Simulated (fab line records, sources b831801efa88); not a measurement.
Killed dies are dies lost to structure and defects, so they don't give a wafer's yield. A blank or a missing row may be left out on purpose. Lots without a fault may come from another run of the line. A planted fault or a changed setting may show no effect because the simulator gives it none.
A struck lot beside a sound one | flow sky130 | 32 steps out of a route of 708
Sound: wafers L190.1, L190.2, L190.3. Struck: wafers L204.1, L204.3, L204.5. The cause comes at the end.
At each step with rows: each side's tool, then ch and its chambers, then its first start. Under that, the readings that differ: sound wafers | struck wafers | difference of the means | sigmas: that difference in standard deviations of wafers without a fault.
alike: readings whose means differ by less than 2 such deviations, and words and numbers that are the same on both sides. not compared: withheld readings, readings that some wafer has no value for, bounds like >300 that may hide the same value, and numbers for which the record gives no deviation and whose values overlap.
The two part at a step that has a row with sigmas, a row that says differs or no value, or rows on one side only. Numbers that don't overlap but have no deviation are shown without sigmas and don't part them. A reading that every wafer of one side lacks parts them only if that side has two wafers or more.

SKY_PWDE_OVL_MEAS_07:
  sound on overlay-02, day 5 18:52; struck on overlay-02, day 8 22:32
  alike: PWDE_OVL
then, 1 step without rows for these wafers: SKY_PWDE_IMPLANT_08.
SKY_PWDE_STRIP_09: strips in O2/N2.
  sound on plasma_asher-02 ch 0,1, day 5 19:04; struck on plasma_asher-04 ch 0, day 8 22:43
  alike: drypump_motor_current_A, oes_product_au, strip_time_to_endpoint_s
  not compared: rf_hours_counter_h
SKY_PWDE_TW_MEAS_10:
  sound on film_metro-04, day 5 19:10; struck on film_metro-03, day 8 22:49
  alike: PWDE_TW
then, 7 steps without rows for these wafers: SKY_NWELL_DEHYDRATE_03 (time 60 s); SKY_NWELL_HMDS_04 (prime time 60 s); SKY_NWELL_COAT_05 (resist thk 3000 nm); SKY_NWELL_SOFTBAKE_06; SKY_NWELL_EXPOSE_07 (exposes mask NWM, target cd 840 nm); SKY_NWELL_PEB_08; SKY_NWELL_DEVELOP_09 (develop time 60 s).
SKY_NWELL_OVL_MEAS_10:
  sound on overlay-02, day 6 14:05; struck on overlay-02, day 9 20:55
  reading           | sound       | struck         | difference | sigmas
  NWELL_00_OVL (nm) | 3.5 2.9 3.3 | -0.3 -0.8 -1.2 | -4.0       | -2
SKY_NWELL_IMPLANT_11:
  sound on implanter-01 ch 0, day 6 14:07; struck on implanter-01 ch 0, day 9 20:58
  reading                   | sound                | struck               | difference | sigmas
  beam_energy_keV           | 399.96 400.04 399.90 | 380.32 380.60 380.30 | -19.56     | -99 or more
  model.implant.rp_nm (nm)  | 499.7 499.7 499.7    | 478 478 478          | -22        |
  model.implant.drp_nm (nm) | 116.9 116.9 116.9    | 113.7 113.7 113.7    | -3.2       |
then, 2 steps without rows for these wafers: SKY_NWELL_IMPLANT_12; SKY_NWELL_IMPLANT_13.
SKY_NWELL_STRIP_14: strips in O2/N2.
  sound on plasma_asher-02 ch 0,1, day 6 14:34; struck on plasma_asher-01 ch 0,1, day 9 21:25
  alike: drypump_motor_current_A, oes_product_au, strip_time_to_endpoint_s
  not compared: rf_hours_counter_h
SKY_NWELL_TW_MEAS_15:
  sound on film_metro-02, day 6 14:40; struck on film_metro-03, day 9 21:31
  reading  | sound          | struck         | difference | sigmas
  NWELL_TW | 1856 1862 1864 | 1817 1804 1816 | -48        | -3
then, 7 steps without rows for these wafers: SKY_NWELL_DEHYDRATE_16 (time 60 s); SKY_NWELL_HMDS_17 (prime time 62.83 s); SKY_NWELL_COAT_18 (resist thk 3000 nm); SKY_NWELL_SOFTBAKE_19; SKY_NWELL_EXPOSE_20 (exposes mask NWM COMPLEMENT, target cd 840 nm); SKY_NWELL_PEB_21; SKY_NWELL_DEVELOP_22 (develop time 60 s).
SKY_NWELL_OVL_MEAS_23:
  sound on overlay-01, day 7 10:01; struck on overlay-01, day 10 20:13
  alike: NWELL_01_OVL
then, 1 step without rows for these wafers: SKY_NWELL_IMPLANT_24.
SKY_NWELL_STRIP_25: strips in O2/N2.
  sound on plasma_asher-01 ch 0,1, day 7 10:13; struck on plasma_asher-01 ch 0, day 10 20:25
  alike: drypump_motor_current_A, oes_product_au, strip_time_to_endpoint_s
  not compared: rf_hours_counter_h
SKY_NWELL_TW_MEAS_26:
  sound on film_metro-03, day 7 10:19; struck on film_metro-04, day 10 20:31
  alike: NWELL_2_TW
then, 1 step without rows for these wafers: SKY_NWELL_CLEAN_27 (cleans in SC1/SC2, time 150 s).
SKY_NWELL_RTA_28: time 30 s.
  sound on rtp_anneal-02 ch 0, day 7 10:25; struck on rtp_anneal-01 ch 0, day 10 20:37
  alike: lamp_power_pct, wafer_temp_C_max
SKY_NWELL_RS_MEAS_29: measures by four-point-probe.
  sound on film_metro-04, day 7 10:31; struck on film_metro-04, day 10 20:49
  reading           | sound             | struck            | difference | sigmas
  NWELL_RS (ohm/sq) | 623.5 622.7 624.5 | 631.7 631.5 632.3 | +8.3       | +4
-- the record jumps here: 40 days lie between the struck wafers' starts before and after (it left off in module NWELL and takes up again in module PAD_OPEN, whose first step shown is number 708 of the route) --
SKY_PAD_OPEN_PROBE_99:
  sound on prober-01, day 47 20:16; struck on prober-02, day 50 15:37
  reading                                     | sound                   | struck                  | difference | sigmas
  model.etest.res_nwell.line_ohm_um           | 1087 1109 1108          | 1256 1246 1243          | +147       |
  model.etest.res_nwell.rs_ohm_sq             | 902.7 923.4 925         | 1034 1026 1028          | +112       |
  model.etest.field_p.vt_v (V)                | -38.99 -40.12 -40.1     | -43.67 -43.55 -43.4     | -3.80      |
  model.etest.pfet_g5v0d10v5.off_log10_a_um   | -12.83 -12.92 -12.61    | -13.15 -13.24 -13.15    | -0.39      |
  model.etest.pfet_01v8_lvt.off_log10_a_um    | -8.771 -8.607 -8.48     | -9.085 -9.075 -8.972    | -0.425     |
  model.etest.iso_nwell_nwell.leak_log10_a_um | -13.12 -13.04 -13.12    | -13.85 -14.01 -13.91    | -0.83      |
  model.etest.pfet_g5v0d10v5.vt_sat_v (V)     | -0.6512 -0.6541 -0.6407 | -0.6945 -0.7027 -0.6844 | -0.0452    |
  alike: killed_at_M0_to_M3, killed_at_M4_up, killed_at_contacts, killed_at_front_end, killed_at_other, killed_dies, killed_open, killed_short
  not compared: model.etest.tip_p_5v.rs_ohm_sq

WHERE THEY PART
First at SKY_NWELL_OVL_MEAS_10; last, within this record, at SKY_NWELL_RS_MEAS_29. Later steps at which nothing parts them and some readings are alike: SKY_PAD_OPEN_PROBE_99.

WHY: what the simulator had put in
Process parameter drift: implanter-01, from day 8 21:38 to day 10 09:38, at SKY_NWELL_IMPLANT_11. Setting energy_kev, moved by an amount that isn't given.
